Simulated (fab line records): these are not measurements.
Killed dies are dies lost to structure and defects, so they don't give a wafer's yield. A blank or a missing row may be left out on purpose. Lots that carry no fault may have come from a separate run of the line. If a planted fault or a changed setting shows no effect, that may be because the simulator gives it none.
Which tool did it?    flow gf180mcu    Sampling: 6 lots, 18 wafers, 3 of 602 route steps

== WHAT THE GAUGES READ, wafer by wafer ==
GF_PSD_RS_MEAS_14: the measuring method here is four-point-probe.
lot   measured      on            NSD_RS (ohm/sq)
L691  day 14 13:47  filmMetro-03  46.09 46.14 46.14
L695  day 15 23:33  filmMetro-01  46.25 46.14 46.27
L701  day 18 00:08  filmMetro-02  49.16 49.13 49.22
L707  day 20 09:52  filmMetro-01  46.04 46.07 46.08
L711  day 21 17:06  filmMetro-02  46.21 46.25 46.22
L713  day 22 07:07  filmMetro-02  46.12 46.11 46.12

== TOOL THAT RAN EACH LOT (tool first, then ch and the chambers of the sampled wafers, then the start) ==
lot   GF_NSD_IMPLANT_10                GF_NSD_STRIP_11
L691  implanter-02 ch 0, day 13 15:50  plasmaAsher-03 ch 0,1, day 13 15:58
L695  implanter-01 ch 0, day 15 01:19  plasmaAsher-01 ch 1, day 15 01:26
L701  implanter-03 ch 0, day 17 00:58  plasmaAsher-04 ch 0,1, day 17 01:05
L707  implanter-02 ch 0, day 19 09:48  plasmaAsher-03 ch 0,1, day 19 09:55
L711  implanter-02 ch 0, day 20 16:51  plasmaAsher-04 ch 1, day 20 16:58
L713  implanter-03 ch 0, day 21 06:07  plasmaAsher-03 ch 0,1, day 21 06:13
- GF_NSD_IMPLANT_10
- GF_NSD_STRIP_11: strips in O2/N2.

== THE ANSWER, worked out from the rows above alone ==
Rule: the usual values come from the lots themselves. The widest of any qualifying gaps counts: lots, ordered by their means at a reading, are off when they make up no more than a third of the lots, leave a main group of 4 or more, and stand apart from it by 3 or more times the standard deviation of that group's means. Not used: any main group whose means are identical at the precision the tables above print for the reading. A lot without any number at a reading at which 4 lots or more have one is off too. All remaining lots with rows at the step are treated as sound.
Off: L701, at GF_PSD_RS_MEAS_14 (NSD_RS). The main group has a mean of 46.15 ohm/sq with a standard deviation of 0.063.
If a tool, at a process step before that reading, ran all the lots that are off and no sound lot after the first of them, it fits. Those tools and the gauges at GF_PSD_RS_MEAS_14 are tried in the same way. No candidate that was tried fits.

== WHAT THE SIMULATOR HAD INSERTED ==
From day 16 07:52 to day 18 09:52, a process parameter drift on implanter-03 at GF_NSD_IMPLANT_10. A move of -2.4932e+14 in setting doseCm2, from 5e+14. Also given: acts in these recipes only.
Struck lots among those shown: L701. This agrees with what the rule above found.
